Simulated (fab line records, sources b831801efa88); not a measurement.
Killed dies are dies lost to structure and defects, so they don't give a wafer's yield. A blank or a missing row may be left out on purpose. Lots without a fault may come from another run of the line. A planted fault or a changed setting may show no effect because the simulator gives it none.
One fault seen from 2 desks | flow gf180mcu | each desk has only its own numbers; what lay behind them comes last

THE TOOL OWNER'S DESK: pecvd-04
The tool's own readings at GF_PASSIVATION_CVD_00 (deposits SiO2 from TEOS, target thk 1000 nm, time 111.95 s): means of the sampled wafers that have a number, for each lot that ran on this tool. A lot is out of limits, marked OUT, if its mean lies more than 4 standard deviations from the usual mean; the brackets give that distance.
Columns: A = heater_power_w at GF_PASSIVATION_CVD_00, usual 710 W; B = run_length_s at GF_PASSIVATION_CVD_00, usual 139.6 s
lot  | first seen here | A   | B
L333 | day 27 20:58    | 683 | 139.5
L340 | day 29 22:05    | 695 | 140.3
L342 | day 30 13:40    | 747 | 140.2
L343 | day 30 17:46    | 730 | 139.8
L351 | day 33 13:43    | 644 | 136.4 (-5.3) OUT
L352 | day 34 01:04    | 731 | 138.0
This desk's finding: out of limits on L351; first on L351, day 33 13:43 (run_length_s at GF_PASSIVATION_CVD_00). In limits: L333, L340, L342, L343, L352.

THE METROLOGY DESK
What the gauges read, lot by lot, whatever tool the lot ran on: means of the sampled wafers that have a number. A lot is out of limits, marked OUT, if its mean lies more than 4 standard deviations from the usual mean; the brackets give that distance.
Columns: A = TOP_METAL_OVL at GF_TOP_METAL_OVL_MEAS_15, usual -0.1 nm; B = PASSIVATION_CVD_00_THK at GF_PASSIVATION_THK_MEAS_01, usual 997 nm
lot  | first seen here | A    | B
L333 | day 27 20:12    | -0.4 | 984
L338 | day 29 08:36    | 1.0  | 994
L339 | day 29 13:21    | -0.4 | 1012
L340 | day 29 20:11    | -1.3 | 993
L342 | day 30 12:52    | -0.7 | 1002
L343 | day 30 16:55    | 0.1  | 1006
L345 | day 31 13:50    | -0.4 | 987
L346 | day 31 17:02    | 1.4  | 1001
L351 | day 33 12:53    | -1.6 | 968
L352 | day 34 00:16    | -0.8 | 986
L355 | day 34 12:15    | -1.8 | 1005
L356 | day 34 12:39    | 1.4  | 992
L354 | day 34 13:18    | -0.5 | 994
This desk's finding: nothing out of limits on any of the 13 lots.

PUT TOGETHER
The tool owner's desk could have raised an alarm at day 33 13:43, on L351.
The metrology desk saw nothing out of limits.
The metrology desk has L351 on record, within its limits.
Of the lots named, all ran GF_PASSIVATION_CVD_00 on pecvd-04.

WHAT THE SIMULATOR HAD PUT IN
Process parameter drift: pecvd-04, from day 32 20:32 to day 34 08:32, at GF_PASSIVATION_CVD_00. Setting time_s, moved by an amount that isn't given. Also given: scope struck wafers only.
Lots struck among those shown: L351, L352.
Hours from the fault's start to each desk's first reading out of limits: the tool owner's desk, 17.
